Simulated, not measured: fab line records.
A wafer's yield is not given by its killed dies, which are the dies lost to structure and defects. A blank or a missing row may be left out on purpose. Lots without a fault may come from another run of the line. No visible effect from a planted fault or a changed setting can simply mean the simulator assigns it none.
Struck lot and sound lot, side by side :: flow gf180mcu :: 16 steps out of a route of 602
Sound: these wafers, L792.2, L792.3, L792.6. Wafers struck: L799.2, L799.4, L799.6. The cause comes at the end.
Each step with rows lists, per side, the tool, then ch with its chambers, then its first start. Under that, the readings that differ: sound wafers :: struck wafers :: difference of the means :: sigmas: that difference in standard deviations of wafers without a fault.
alike: words and numbers the same on both sides, and readings whose means are apart by under 2 such deviations; not compared: readings that were withheld, readings missing a value for some wafer, numbers with overlapping values and no deviation given by the record, and bounds like >300 which may hide the same value.
A row with sigmas, a row that says differs or no value, or rows on one side alone: a step with any of these is where the two part. When numbers do not overlap yet have no deviation, they are printed without sigmas and do not part them. Lack of a reading on every wafer of one side parts them only where that side has two or more wafers.

first, 6 steps without rows for these wafers: GF_PSD_HMDS_01 (prime time 60 s); GF_PSD_COAT_02 (resist thk 1000 nm); GF_PSD_SOFTBAKE_03 (time 60 s); GF_PSD_EXPOSE_04 (exposes mask Pplus, target cd 400 nm); GF_PSD_PEB_05; GF_PSD_DEVELOP_06 (develop time 60 s).
GF_PSD_CD_MEAS_07: target cd 400 nm.
  struck on cdSem-01, day 16 19:01; sound on cdSem-01, day 14 08:46
  alike: cdNm
GF_PSD_OVL_MEAS_08:
  struck on overlay-01, day 16 19:07; sound on overlay-01, day 14 08:52
  alike: PSD_OVL
following that, these wafers have no rows for 1 step: GF_PSD_IMPLANT_09.
GF_PSD_STRIP_10: strips in O2/N2.
  sound on plasmaAsher-02 ch 0,1, day 14 09:03; struck on plasmaAsher-02 ch 1, day 16 19:17
reading: stripTimeToEndpointS (s)
sound: 16.47 16.42 16.43
struck: 16.51 16.54 16.55
difference: +0.09
sigmas: +3
  alike: drypumpMotorCurrentA, heaterPowerW, oesProductAu, platenTempC
  not compared: rfHoursCounterH
GF_PSD_TW_MEAS_11:
  struck on filmMetro-04, day 16 19:24; sound on filmMetro-02, day 14 09:10
  alike: PSD_TW
then, 1 step without rows for these wafers: GF_PSD_CLEAN_12 (cleans in SC1/SC2, time 150 s).
GF_PSD_RTA_13: time 20 s.
  sound on rtpAnneal-02 ch 0, day 14 09:16; struck on rtpAnneal-01 ch 0, day 16 19:31
reading: lampPowerPct (%)
sound: 39.0 39.0 39.0
struck: 32.5 32.5 32.5
difference: -6.5
sigmas: -3

reading: wafer_temp_C_max
sound: 1027.4 1027.7 1027.3
struck: 1008.7 1009.0 1008.0
difference: -18.9
sigmas: -28
GF_PSD_RS_MEAS_14: uses a four-point probe to measure.
  struck on filmMetro-01, day 16 19:53; sound on filmMetro-04, day 14 09:22
reading: NSD_RS (ohm/sq)
sound: 46.13 46.09 46.05
struck: 48.47 48.48 48.53
difference: +2.40
sigmas: +30
  not compared: hold
GF_PSD_RS_MEAS_15: uses a four-point probe to measure.
  struck on filmMetro-01, day 16 23:31; sound on filmMetro-04, day 14 09:29
reading: PSD_RS (ohm/sq)
sound: 108.31 108.37 108.63
struck: 120.91 120.99 121.09
difference: +12.56
sigmas: +55
  not compared: hold
following that, these wafers have no rows for 1 step: GF_PASSIVATION_PROBE_99.

## WHERE THEY PART
First at GF_PSD_STRIP_10; last, within this record, at GF_PSD_RS_MEAS_15.

WHY: whatever the simulator had introduced
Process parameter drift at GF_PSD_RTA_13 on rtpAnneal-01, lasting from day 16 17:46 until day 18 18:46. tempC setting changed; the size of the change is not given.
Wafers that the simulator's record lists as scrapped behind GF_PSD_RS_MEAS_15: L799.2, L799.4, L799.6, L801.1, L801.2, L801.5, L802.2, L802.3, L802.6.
